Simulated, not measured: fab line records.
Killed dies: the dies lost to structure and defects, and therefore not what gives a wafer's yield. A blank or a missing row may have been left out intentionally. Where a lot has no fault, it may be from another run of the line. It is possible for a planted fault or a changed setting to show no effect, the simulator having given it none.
fab line records	flow gf180mcu
record: lots: 5	wafers: 23
route steps=602 shown V4@487 MIM@522 M5@531 V5@544
start-h: start of the lot's first displayed wafer, in hours after the record's first day	wait-h: how many hours have passed since the lot's step before this one	" identical to the entry in the row above	L1.1+2: several wafers, shown together as one row	- value missing, or start not given	* or withheld: withheld	< > ~ a bound
route shown NAME@n: NAME is a module with steps in the file, n the number in the route of the first one	usual: mean/standard deviation taken from wafers without a fault	same: alike in all rows	chamber/n: place in a boat	sites: readings site by site	_std_site: standard deviation of those values	_edge_site: inner sites' mean taken away from outer sites' mean	radius-mm: how far each site lies from the wafer's centre	mask NAME#n: copy n	behind: the tool/chamber that last shaped the wafer	hold: why the lot was held/for how many hours/how that ended	device: the transistor (n, p or np) that didn't switch	end of line: at the end of the route, the tests of the same wafers	step lacking rows: just its recipe	killed: the dies lost at the first sort to structure and to defects; this is not the yield of the wafer	map: shows each die of a wafer: x if killed, . if not, _ if none is there
set.NAME: the run value of the setting; set.NAME@STEP: its run value at that earlier step	model.NAME: the simulator's own value behind a step, which no gauge read
one table per step and one row per wafer, for lots whose settings were changed on purpose
== steps ==
step: GF_V4_EXPOSE_11
recipe: mask-id: Via4	target-cd-nm: 260	na: 0.68	source-shape: conventional	sigma-outer: 0.6	dose-mj: 38
lot.wafer	tool	chamber	start-h	wait-h	mask	set.dose-mj
L075.1+5+6	krf-scanner-02	0	-	-	Via4#0	39.36
L075.2+3	"	0	"	"	Via4#0	38
L077.2+3+4+5+6	krf-scanner-02	0	-	-	Via4#0	38
L080.1+3+6	krf-scanner-02	0	-	-	Via4#0	38
L082.1+2	krf-scanner-02	0	-	-	Via4#0	38
L082.3+5+6	"	0	"	"	Via4#0	36.69
L085.1+3+5	krf-scanner-02	0	-	-	Via4#0	38
L085.2+6	"	0	"	"	Via4#0	35.67
step: GF_V4_PEB_12
recipe: peb-temp-c: 135	peb-time-s: 90	resist: KrF
step: GF_V4_DEVELOP_13
recipe: develop-time-s: 60	resist: KrF	dev-temp-c: 21
step: GF_V4_CD_MEAS_14
recipe: target-cd-nm: 260
usual: cd-nm: 259.7/1.2
lot.wafer	tool	chamber	start-h	wait-h	set.dose-mj@V4_EXPOSE_11	cd-nm
L075.1	cd-sem-01	-	574.75	0.2	39.36	264.8
L075.2	"	-	"	"	38	259.9
L075.3	"	-	"	"	38	261.6
L075.5	"	-	"	"	39.36	265.4
L075.6	"	-	"	"	39.36	265.8
L077.2	cd-sem-01	-	588.03	0.1	38	258.5
L077.3	"	-	"	"	38	257.8
L077.4	"	-	"	"	38	258.8
L077.5	"	-	"	"	38	258.7
L077.6	"	-	"	"	38	258.6
L080.1	cd-sem-02	-	612.93	0.1	38	258.6
L080.3	"	-	"	"	38	258.7
L080.6	"	-	"	"	38	258.8
L082.1	cd-sem-01	-	625.73	0.1	38	260.8
L082.2	"	-	"	"	38	261.6
L082.3	"	-	"	"	36.69	256.3
L082.5	"	-	"	"	36.69	254.5
L082.6	"	-	"	"	36.69	254.4
L085.1	cd-sem-02	-	651.71	0.1	38	259.9
L085.2	"	-	"	"	35.67	250.3
L085.3	"	-	"	"	38	259.9
L085.5	"	-	"	"	38	259.0
L085.6	"	-	"	"	35.67	250.1
step: GF_V4_ETCH_16
recipe: chemistry: N2/H2	target-depth-a: withheld	overetch-a: withheld	time-s: withheld	target: BARC	ion-energy-ev: 200	source-w: 500	bias-w: 100	pressure-mtorr: 30	n2-flow-sccm: 100	h2-flow-sccm: 200
lot.wafer	tool	chamber	start-h	wait-h	set.dose-mj@V4_EXPOSE_11	model.V4.cd-nm
L075.1	rie-diel-02	2	574.91	0.0	39.36	265.9
L075.2	"	3	"	"	38	260.7
L075.3	"	1	"	"	38	261.6
L075.5	"	2	"	"	39.36	266.2
L075.6	"	3	"	"	39.36	266.9
L077.2	rie-diel-02	2	588.16	0.0	38	258.1
L077.3	"	0	"	"	38	257.8
L077.4	"	2	"	"	38	258.9
L077.5	"	1	"	"	38	258
L077.6	"	0	"	"	38	257.6
L080.1	rie-diel-01	1	613.09	0.0	38	257.7
L080.3	"	0	"	"	38	258.6
L080.6	"	0	"	"	38	258.7
L082.1	rie-diel-01	3	625.89	0.0	38	260.3
L082.2	"	0	"	"	38	262.3
L082.3	"	2	"	"	36.69	256.9
L082.5	"	0	"	"	36.69	255.3
L082.6	"	2	"	"	36.69	255
L085.1	rie-diel-01	1	651.86	0.0	38	259.6
L085.2	"	0	"	"	35.67	251.2
L085.3	"	3	"	"	38	259
L085.5	"	2	"	"	38	259.2
L085.6	"	1	"	"	35.67	249.1
step: GF_V4_ETCH_17
recipe: chemistry: C4F8/O2/Ar	mask-material: KrF	target: SiO2	stop-on: TiN	source-w: 1500	bias-w: 1200	pressure-mtorr: 40	c4f8-flow-sccm: withheld	O2_flow_sccm: 6	Ar_flow_sccm: 300	time-s: withheld	target-depth-a: 6300
usual: oes-product-au: 0.856/0.0046
lot.wafer	tool	chamber	start-h	wait-h	set.bias-w	set.leave-above-ref-nm@V4_CMP_04	set.dose-mj@V4_EXPOSE_11	oes-product-au	model.V4.cd-nm	model.V4.feature-depth-nm
L075.1	rie-diel-02	2	-	-	1200	632.5	39.36	0.851	266.4	632.8
L075.2	"	3	"	"	1274	608.1	38	0.832	260.1	608
L075.3	"	1	"	"	1200	608.1	38	0.836	261.7	609.6
L075.5	"	2	"	"	1274	632.5	39.36	0.856	266.6	634.9
L075.6	"	3	"	"	1200	608.1	39.36	0.837	266.5	606.8
L077.2	rie-diel-02	2	-	-	1200	632.5	38	0.849	258.5	632
L077.3	"	0	"	"	1200	656.7	38	0.881	258.1	657.6
L077.4	"	2	"	"	1200	632.5	38	0.859	259.8	631.7
L077.5	"	1	"	"	1200	632.5	38	0.865	258.3	632.6
L077.6	"	0	"	"	1200	656.7	38	0.874	257.9	657.1
L080.1	rie-diel-01	1	-	-	1200	632.5	38	0.866	257.9	634
L080.3	"	0	"	"	1200	632.5	38	0.857	259.3	633.9
L080.6	"	0	"	"	1200	632.5	38	0.856	259.1	632.7
L082.1	rie-diel-01	3	-	-	1088	645.3	38	0.869	260.4	645.1
L082.2	"	0	"	"	1200	645.3	38	0.870	262.7	643.2
L082.3	"	2	"	"	1200	632.5	36.69	0.849	256.7	631.9
L082.5	"	0	"	"	1088	645.3	36.69	0.862	255.3	642.8
L082.6	"	2	"	"	1200	632.5	36.69	0.852	254.3	630.6
L085.1	rie-diel-01	1	-	-	1200	632.5	38	0.857	259.7	631.4
L085.2	"	0	"	"	1303	632.5	35.67	0.856	251.4	632.1
L085.3	"	3	"	"	1200	632.5	38	0.857	259	631.1
L085.5	"	2	"	"	1303	632.5	38	0.863	259.4	633.1
L085.6	"	1	"	"	1303	632.5	35.67	0.856	249.4	634.1
step: GF_MIM_METAL_ETCH_19
recipe: chemistry: Cl2/BCl3	mask-material: NOVOLAK	stop-on: Si3N4	target-depth-nm: 324.5	pressure-mtorr: 8	icp-w: 800	bias-w: 140	Cl2_flow_sccm: 80	bcl3-flow-sccm: 40	time-s: 54.1
usual: oes-product-au: 0.941/0.0048
lot.wafer	tool	chamber	start-h	wait-h	set.time-s	oes-product-au	model.NOVOLAK_of_MIM_COAT_14.thk-nm
L075.1	rie-metal-02	0	597.63	0.1	54.1	0.932	869.4
L075.2	"	1	"	"	54.1	0.940	867.8
L075.3	"	0	"	"	54.1	0.937	870.8
L075.5	"	1	"	"	54.1	0.940	870.1
L075.6	"	0	"	"	54.1	0.929	872.3
L077.2	rie-metal-03	0	610.78	0.1	56.64	0.933	864.4
L077.3	"	0	"	"	56.64	0.957	-
L077.4	"	0	"	"	54.1	0.970	-
L077.5	"	0	"	"	56.64	0.927	864.4
L077.6	"	0	"	"	54.1	0.968	-
L080.1	rie-metal-02	0	635.13	0.1	54.1	0.942	875
L080.3	"	1	"	"	54.1	0.946	868.6
L080.6	"	0	"	"	54.1	0.949	872.7
L082.1	rie-metal-04	0	647.21	0.1	54.1	0.935	868.7
L082.2	"	1	"	"	60.84	0.915	851.1
L082.3	"	0	"	"	54.1	0.938	872.6
L082.5	"	0	"	"	60.84	0.921	858.4
L082.6	"	1	"	"	54.1	0.939	866.9
L085.1	rie-metal-02	1	672.91	0.1	54.1	0.942	874.9
L085.2	"	0	"	"	54.1	0.933	879.2
L085.3	"	1	"	"	54.1	0.944	873.2
L085.5	"	1	"	"	61.41	0.867	855.7
L085.6	"	0	"	"	61.41	0.874	860.5
step: GF_MIM_STRIP_20
recipe: chemistry: O2/N2	power-w: 1400	pressure-mtorr: 1500	platen-temp-c: 250	o2-flow-sccm: 3000	n2-flow-sccm: 300	overash-fraction: 0.5
usual: strip-time-to-endpoint-s: 11.25/0.045
lot.wafer	tool	chamber	start-h	wait-h	set.time-s@MIM_METAL_ETCH_19	strip-time-to-endpoint-s
L075.1	plasma-asher-04	0	597.70	0.0	54.1	11.21
L075.2	"	1	"	"	54.1	11.19
L075.3	"	0	"	"	54.1	11.21
L075.5	"	1	"	"	54.1	11.23
L075.6	"	0	"	"	54.1	11.26
L077.2	plasma-asher-02	0	610.90	0.1	56.64	11.16
L077.3	"	1	"	"	56.64	11.18
L077.4	"	0	"	"	54.1	11.20
L077.5	"	0	"	"	56.64	11.16
L077.6	"	1	"	"	54.1	11.23
L080.1	plasma-asher-01	0	635.20	0.0	54.1	11.27
L080.3	"	0	"	"	54.1	11.20
L080.6	"	0	"	"	54.1	11.26
L082.1	plasma-asher-02	0	647.28	0.0	54.1	11.20
L082.2	"	1	"	"	60.84	10.99
L082.3	"	1	"	"	54.1	11.23
L082.5	"	1	"	"	60.84	11.08
L082.6	"	0	"	"	54.1	11.18
L085.1	plasma-asher-04	0	673.00	0.1	54.1	11.28
L085.2	"	1	"	"	54.1	11.32
L085.3	"	1	"	"	54.1	11.27
L085.5	"	1	"	"	61.41	11.04
L085.6	"	0	"	"	61.41	11.11
step: GF_M5_PEB_05
recipe: peb-temp-c: 135	peb-time-s: 90	resist: KrF
lot.wafer	tool	chamber	start-h	wait-h	set.peb-temp-c
L075.1+2	litho-track-03	0	-	-	133.8
L075.3+5+6	"	0	"	"	135
L077.2+3	litho-track-03	0	-	-	135
L077.4+5+6	"	0	"	"	137.2
L080.1+3+6	litho-track-02	0	-	-	135
L082.1+3	litho-track-04	0	-	-	132.8
L082.2+5+6	"	0	"	"	135
L085.1+5	litho-track-03	0	-	-	137.3
L085.2+3+6	"	0	"	"	135
step: GF_M5_DEVELOP_06
recipe: develop-time-s: 60	dev-temp-c: 21
step: GF_M5_CD_MEAS_07
recipe: target-cd-nm: 280
usual: cd-nm: 279.6/1
lot.wafer	tool	chamber	start-h	wait-h	set.peb-temp-c@M5_PEB_05	cd-nm
L075.1	cd-sem-01	-	618.93	0.1	133.8	284.1
L075.2	"	-	"	"	133.8	285.6
L075.3	"	-	"	"	135	280.4
L075.5	"	-	"	"	135	280.7
L075.6	"	-	"	"	135	281.3
L077.2	cd-sem-01	-	631.90	0.1	135	281.4
L077.3	"	-	"	"	135	280.3
L077.4	"	-	"	"	137.2	274.0
L077.5	"	-	"	"	137.2	275.2
L077.6	"	-	"	"	137.2	274.6
L080.1	cd-sem-01	-	655.36	0.1	135	278.0
L080.3	"	-	"	"	135	278.7
L080.6	"	-	"	"	135	278.8
L082.1	cd-sem-01	-	666.96	0.1	132.8	287.7
L082.2	"	-	"	"	135	281.8
L082.3	"	-	"	"	132.8	287.1
L082.5	"	-	"	"	135	280.9
L082.6	"	-	"	"	135	281.1
L085.1	cd-sem-01	-	692.08	0.1	137.3	273.4
L085.2	"	-	"	"	135	280.3
L085.3	"	-	"	"	135	280.0
L085.5	"	-	"	"	137.3	273.7
L085.6	"	-	"	"	135	279.1
step: GF_M5_ETCH_09
recipe: chemistry: CF4/O2	target: Si3N4	target-depth-nm: 52	source-w: 800	bias-w: 150	pressure-mtorr: 150	cf4-flow-sccm: 80	O2_flow_sccm: 10	time-s: 11.6
lot.wafer	tool	chamber	start-h	wait-h	set.source-w	set.peb-temp-c@M5_PEB_05	model.M5.cd-nm
L075.1	rie-diel-01	3	619.09	0.0	800	133.8	285.1
L075.2	"	0	"	"	848.1	133.8	284.9
L075.3	"	2	"	"	800	135	280.5
L075.5	"	2	"	"	848.1	135	280.6
L075.6	"	0	"	"	848.1	135	280.9
L077.2+3	rie-diel-01	0,3	632.04	0.0	800	135	280.5
L077.4	"	2	"	"	800	137.2	273.8
L077.5	"	0	"	"	800	137.2	274.8
L077.6	"	1	"	"	800	137.2	274.7
L080.1	rie-diel-04	1	655.52	0.0	800	135	278.4
L080.3	"	3	"	"	800	135	279.8
L080.6	"	1	"	"	800	135	279.3
L082.1	rie-diel-01	2	667.11	0.0	800	132.8	287.6
L082.2	"	1	"	"	800	135	281.6
L082.3	"	0	"	"	733.9	132.8	286.4
L082.5	"	2	"	"	800	135	280.7
L082.6	"	3	"	"	733.9	135	282.3
L085.1	rie-diel-01	1	692.23	0.0	800	137.3	273.3
L085.2+6	"	2,3	"	"	800	135	280.1
L085.3	"	3	"	"	800	135	280.7
L085.5	"	1	"	"	800	137.3	273.8
step: GF_V5_CMP_04
recipe: material: SiO2	down-force-psi: 4	platen-rpm: 60	pad-velocity-m-s: 0.94248
lot.wafer	tool	chamber	start-h	wait-h	set.leave-above-ref-nm	model.SiO2_of_V5_CVD_02.thk-nm
L075.1	cmp-02	1	620.03	0.1	895.7	892.9
L075.3	"	2	"	"	855	852.4
L075.2	"	0	"	"	855	853.1
L075.6	"	1	"	"	855	852.8
L075.5	"	2	"	"	895.7	893.7
L077.3	cmp-01	2	633.22	0.1	918.2	919.4
L077.2	"	3	"	"	855	856.6
L077.4	"	0	"	"	918.2	920.2
L077.6	"	1	"	"	855	854.5
L077.5	"	2	"	"	855	856.9
L080.3	cmp-01	3	656.62	0.0	855	856.6
L080.1	"	0	"	"	855	857.5
L080.6	"	0	"	"	855	857.8
L082.3	cmp-01	2	668.30	0.2	855	855.2
L082.2	"	3	"	"	855	855.7
L082.1	"	0	"	"	855	857.4
L082.6	"	1	"	"	855	854.7
L082.5	"	2	"	"	855	856.5
L085.2	cmp-02	3	693.32	0.1	855	853.3
L085.3	"	0	"	"	855	854
L085.1	"	1	"	"	855	851.9
L085.5	"	2	"	"	855	852.2
L085.6	"	3	"	"	855	853
step: GF_V5_EXPOSE_11
recipe: mask-id: Via5	target-cd-nm: 260	na: 0.68	source-shape: conventional	sigma-outer: 0.6	dose-mj: 38
lot.wafer	tool	chamber	start-h	wait-h	mask	set.dose-mj
L075.1+5+6	krf-scanner-02	0	-	-	Via5#0	35.22
L075.2+3	"	0	"	"	Via5#0	38
L077.2+6	krf-scanner-02	0	-	-	Via5#0	38
L077.3+4+5	"	0	"	"	Via5#0	37.01
L080.1+3+6	krf-scanner-01	0	-	-	Via5#0	38
L082.1+6	krf-scanner-01	0	-	-	Via5#0	38.91
L082.2+3+5	"	0	"	"	Via5#0	38
L085.1+5+6	krf-scanner-01	0	-	-	Via5#0	38
L085.2+3	"	0	"	"	Via5#0	35.86
step: GF_V5_PEB_12
recipe: peb-temp-c: 135	peb-time-s: 90	resist: KrF
step: GF_V5_DEVELOP_13
recipe: develop-time-s: 60	resist: KrF	dev-temp-c: 21
step: GF_V5_CD_MEAS_14
recipe: target-cd-nm: 260
usual: cd-nm: 260.2/1.3
lot.wafer	tool	chamber	start-h	wait-h	set.dose-mj@V5_EXPOSE_11	cd-nm
L075.1	cd-sem-02	-	640.83	0.1	35.22	250.6
L075.2	"	-	"	"	38	261.3
L075.3	"	-	"	"	38	262.6
L075.5	"	-	"	"	35.22	249.3
L075.6	"	-	"	"	35.22	250.3
L077.2	cd-sem-02	-	653.65	0.1	38	261.8
L077.3	"	-	"	"	37.01	257.4
L077.4	"	-	"	"	37.01	256.4
L077.5	"	-	"	"	37.01	257.6
L077.6	"	-	"	"	38	260.9
L080.1	cd-sem-01	-	676.38	0.1	38	259.0
L080.3	"	-	"	"	38	258.7
L080.6	"	-	"	"	38	257.2
L082.1	cd-sem-01	-	687.76	0.1	38.91	262.0
L082.2	"	-	"	"	38	259.2
L082.3	"	-	"	"	38	258.9
L082.5	"	-	"	"	38	258.9
L082.6	"	-	"	"	38.91	262.9
L085.1	cd-sem-01	-	712.23	0.1	38	259.9
L085.2	"	-	"	"	35.86	250.9
L085.3	"	-	"	"	35.86	250.7
L085.5	"	-	"	"	38	260.1
L085.6	"	-	"	"	38	259.2
step: GF_V5_ETCH_16
recipe: chemistry: N2/H2	target-depth-a: withheld	overetch-a: withheld	time-s: withheld	target: BARC	ion-energy-ev: 200	source-w: 486.2	bias-w: 100	pressure-mtorr: 30	n2-flow-sccm: 100	h2-flow-sccm: 200
lot.wafer	tool	chamber	start-h	wait-h	set.dose-mj@V5_EXPOSE_11	model.V5.cd-nm
L075.1	rie-diel-01	0	640.98	0.0	35.22	249.4
L075.2	"	3	"	"	38	261.8
L075.3	"	1	"	"	38	261.4
L075.5	"	1	"	"	35.22	247.8
L075.6	"	2	"	"	35.22	250.1
L077.2	rie-diel-04	1	653.78	0.0	38	259.8
L077.3	"	0	"	"	37.01	256.6
L077.4	"	1	"	"	37.01	254.1
L077.5	"	3	"	"	37.01	256.9
L077.6	"	0	"	"	38	260.2
L080.1	rie-diel-03	0	676.53	0.0	38	259
L080.3	"	3	"	"	38	258.2
L080.6	"	1	"	"	38	257.4
L082.1	rie-diel-01	3	687.91	0.0	38.91	261.5
L082.2+5	"	2,3	"	"	38	258.1
L082.3	"	0	"	"	38	257.8
L082.6	"	2	"	"	38.91	262
L085.1	rie-diel-03	0	712.38	0.0	38	259.5
L085.2	"	1	"	"	35.86	251.1
L085.3	"	2	"	"	35.86	249.4
L085.5	"	0	"	"	38	260
L085.6	"	1	"	"	38	259.2
step: GF_V5_ETCH_17
recipe: chemistry: C4F8/O2/Ar	mask-material: KrF	target: SiO2	stop-on: TiN	source-w: 1500	bias-w: 1200	pressure-mtorr: 40	c4f8-flow-sccm: withheld	O2_flow_sccm: 6	Ar_flow_sccm: 300	time-s: withheld	target-depth-a: 8550
usual: oes-product-au: 0.860/0.0045
lot.wafer	tool	chamber	start-h	wait-h	set.leave-above-ref-nm@V5_CMP_04	set.dose-mj@V5_EXPOSE_11	oes-product-au	model.V5.feature-depth-nm	model.V5.cd-nm
L075.1	rie-diel-01	0	-	-	895.7	35.22	0.890	892.9	251.3
L075.2	"	3	"	"	855	38	0.852	853.1	262.6
L075.3	"	1	"	"	855	38	0.856	852.4	262.8
L075.5	"	1	"	"	895.7	35.22	0.886	893.7	248.8
L075.6	"	2	"	"	855	35.22	0.859	852.8	250.5
L077.2	rie-diel-04	1	-	-	855	38	0.855	856.6	260.1
L077.3	"	0	"	"	918.2	37.01	0.901	919.4	257
L077.4	"	1	"	"	918.2	37.01	0.896	920.2	254.3
L077.5	"	3	"	"	855	37.01	0.856	856.9	257.5
L077.6	"	0	"	"	855	38	0.862	854.5	260.4
L080.1	rie-diel-03	0	-	-	855	38	0.866	857.5	258.9
L080.3	"	3	"	"	855	38	0.859	856.6	257.6
L080.6	"	1	"	"	855	38	0.857	857.8	257.3
L082.1	rie-diel-01	3	-	-	855	38.91	0.859	857.4	261.9
L082.2	"	2	"	"	855	38	0.857	855.7	258
L082.3	"	0	"	"	855	38	0.852	855.2	259.1
L082.5	"	3	"	"	855	38	0.866	856.5	258.7
L082.6	"	2	"	"	855	38.91	0.854	854.7	262.3
L085.1	rie-diel-03	0	-	-	855	38	0.862	851.9	259
L085.2	"	1	"	"	855	35.86	0.856	853.3	250.7
L085.3	"	2	"	"	855	35.86	0.852	854	250
L085.5	"	0	"	"	855	38	0.858	852.2	259.6
L085.6	"	1	"	"	855	38	0.852	853	259.1
step: GF_V5_SPUTTER_21
recipe: material: Ti	target-thk-nm: 15	chamber-pressure-pa: 5	power-w: 2500	substrate-temp-c: 200	time-s: 80.02
lot.wafer	tool	chamber	start-h	wait-h	set.chamber-pressure-pa	model.Ti_of_V5_SPUTTER_21.thk-nm
L075.1	pvd-sputter-03	-	642.18	0.0	4.508	16.58
L075.2	"	-	"	"	4.508	16.43
L075.3	"	-	"	"	4.508	16.23
L075.5	"	-	"	"	4.508	16.17
L075.6	"	-	"	"	4.508	16.42
L077.2	pvd-sputter-02	-	654.94	0.0	5	14.71
L077.3	"	-	"	"	5	14.94
L077.4	"	-	"	"	5	14.69
L077.5	"	-	"	"	5	14.9
L077.6	"	-	"	"	5	14.66
L080.1	pvd-sputter-01	-	677.57	0.0	5	14.95
L080.3	"	-	"	"	5	15.08
L080.6	"	-	"	"	5	14.96
L082.1	pvd-sputter-03	-	688.60	0.0	5	15.1
L082.2	"	-	"	"	5	14.91
L082.3	"	-	"	"	5	15.12
L082.5	"	-	"	"	5	15.15
L082.6	"	-	"	"	5	15.09
L085.1	pvd-sputter-02	-	713.14	0.0	5.647	13.25
L085.2	"	-	"	"	5.647	13.58
L085.3+5	"	-	"	"	5.647	13.39
L085.6	"	-	"	"	5.647	13.36
== key ==
split: step: GF_V4_EXPOSE_11	setting: dose-mj	stated: 38	by: wafer
response: step: GF_V4_CD_MEAS_14	reading: cd-nm	change: +1.53	per: 1%	r: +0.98
response: step: GF_V4_ETCH_16	reading: model.V4.cd-nm	change: +1.5	per: 1%	r: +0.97
response: step: GF_V4_ETCH_17	reading: model.V4.cd-nm	change: +1.55	per: 1%	r: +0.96
split: step: GF_V4_ETCH_17	setting: bias-w	stated: 1200	by: wafer
response none clear
split: step: GF_MIM_METAL_ETCH_19	setting: time-s	stated: 54.1	by: wafer
response: step: GF_MIM_METAL_ETCH_19	reading: oes-product-au	change: -0.00368	per: 1%	r: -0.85
response: step: GF_MIM_METAL_ETCH_19	reading: model.NOVOLAK_of_MIM_COAT_14.thk-nm	change: -1.25	per: 1%	r: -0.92
response: step: GF_MIM_STRIP_20	reading: strip-time-to-endpoint-s	change: *	per: 1%	r: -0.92
split: step: GF_M5_PEB_05	setting: peb-temp-c	stated: 135	by: wafer
response: step: GF_M5_CD_MEAS_07	reading: cd-nm	change: -3.83	per: 1%	r: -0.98
response: step: GF_M5_ETCH_09	reading: model.M5.cd-nm	change: -3.81	per: 1%	r: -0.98
split: step: GF_M5_ETCH_09	setting: source-w	stated: 800	by: wafer
response none clear
split: step: GF_V5_CMP_04	setting: leave-above-ref-nm	stated: 855	by: wafer
response: step: GF_V5_CMP_04	reading: model.SiO2_of_V5_CVD_02.thk-nm	change: +8.6	per: 1%	r: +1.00
response: step: GF_V5_ETCH_17	reading: oes-product-au	change: +0.00586	per: 1%	r: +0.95
response: step: GF_V5_ETCH_17	reading: model.V5.feature-depth-nm	change: +8.6	per: 1%	r: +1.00
split: step: GF_V5_EXPOSE_11	setting: dose-mj	stated: 38	by: wafer
response: step: GF_V5_CD_MEAS_14	reading: cd-nm	change: +1.6	per: 1%	r: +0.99
response: step: GF_V5_ETCH_16	reading: model.V5.cd-nm	change: +1.68	per: 1%	r: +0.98
response: step: GF_V5_ETCH_17	reading: model.V5.cd-nm	change: +1.64	per: 1%	r: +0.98
split: step: GF_V5_SPUTTER_21	setting: chamber-pressure-pa	stated: 5	by: lot
response: step: GF_V5_SPUTTER_21	reading: model.Ti_of_V5_SPUTTER_21.thk-nm	change: -0.13	per: 1%	r: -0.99
split outside-this-file step=GF_V4_CMP_04 setting=leave-above-ref-nm
split outside-this-file: this setting was split too, and the file shows its column; the key of that split is in another file
